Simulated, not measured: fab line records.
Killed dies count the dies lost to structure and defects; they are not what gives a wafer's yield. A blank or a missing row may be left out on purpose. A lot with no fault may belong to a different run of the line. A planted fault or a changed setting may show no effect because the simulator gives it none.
A single fault, viewed from 2 desks	flow sky130	only its own numbers are on each desk; what lay behind them is given at the end

FROM THE METROLOGY DESK
What the gauges read for every lot (on any tool): the sampled wafers with a number, averaged. Marked OUT: a lot whose mean sits more than 4 standard deviations from the usual mean, which makes it out of limits; the brackets give that distance.
Columns: A = METAL5_ALCU_THK at SKY_METAL5_THK_MEAS_06, usual 1156 nm; B = PASSIVATION_CVD_00_THK at SKY_PASSIVATION_THK_MEAS_01, usual 89.8 nm
lot	first seen here	A	B
L260	day 43 10:43	1164	90.2
L261	day 43 14:25	1168	89.7
L262	day 44 03:21	1148	90.9
L263	day 44 05:00	1151	90.3
L265	day 44 21:47	1166	89.4
L266	day 45 05:18	1157	91.4
L267	day 45 06:35	1148	89.2
L268	day 45 10:00	1145	89.4
L269	day 46 01:32	1148	89.1
L270	day 46 02:55	1153	88.4
L278	day 48 03:36	1143	90.5
L279	day 48 04:20	1167	88.9
L281	day 48 14:50	1161	89.8
Result from this desk: across the 13 lots, nothing is out of limits.

TOOL OWNER'S DESK, furnace-02
The tool's own readings at SKY_GATE_OXIDE_OXIDATION_16 (stabilise 600 s, purge 300 s, target thk 3.57 nm): means of the sampled wafers that have a number, for each lot that ran on this tool. Marked OUT: a lot whose mean sits more than 4 standard deviations from the usual mean, which makes it out of limits; the brackets give that distance.
Columns: A = ramp-up-c-per-min at SKY_GATE_OXIDE_OXIDATION_16, usual 9.9998; B = spike-tc-lower-C at SKY_GATE_OXIDE_OXIDATION_16, usual 800.8 C
lot	first seen here	A	B
L260	day 14 08:47	9.9984	800.4
L261	day 14 15:20	10.0010	799.8
L263	day 15 09:10	9.9989	799.9
L265	day 16 06:44	10.0000	800.8
L267	day 16 20:10	9.9987	800.9
L270	day 17 23:02	9.9996	800.6
L278	day 20 18:05	10.0009	800.2
L279	day 21 00:48	10.0023	800.3
Result from this desk: across the 8 lots, nothing is out of limits.

BROUGHT TOGETHER
Metrology desk: nothing out of limits seen.
Nothing out of limits was seen by the tool owner's desk.

WHAT THE SIMULATOR PUT IN
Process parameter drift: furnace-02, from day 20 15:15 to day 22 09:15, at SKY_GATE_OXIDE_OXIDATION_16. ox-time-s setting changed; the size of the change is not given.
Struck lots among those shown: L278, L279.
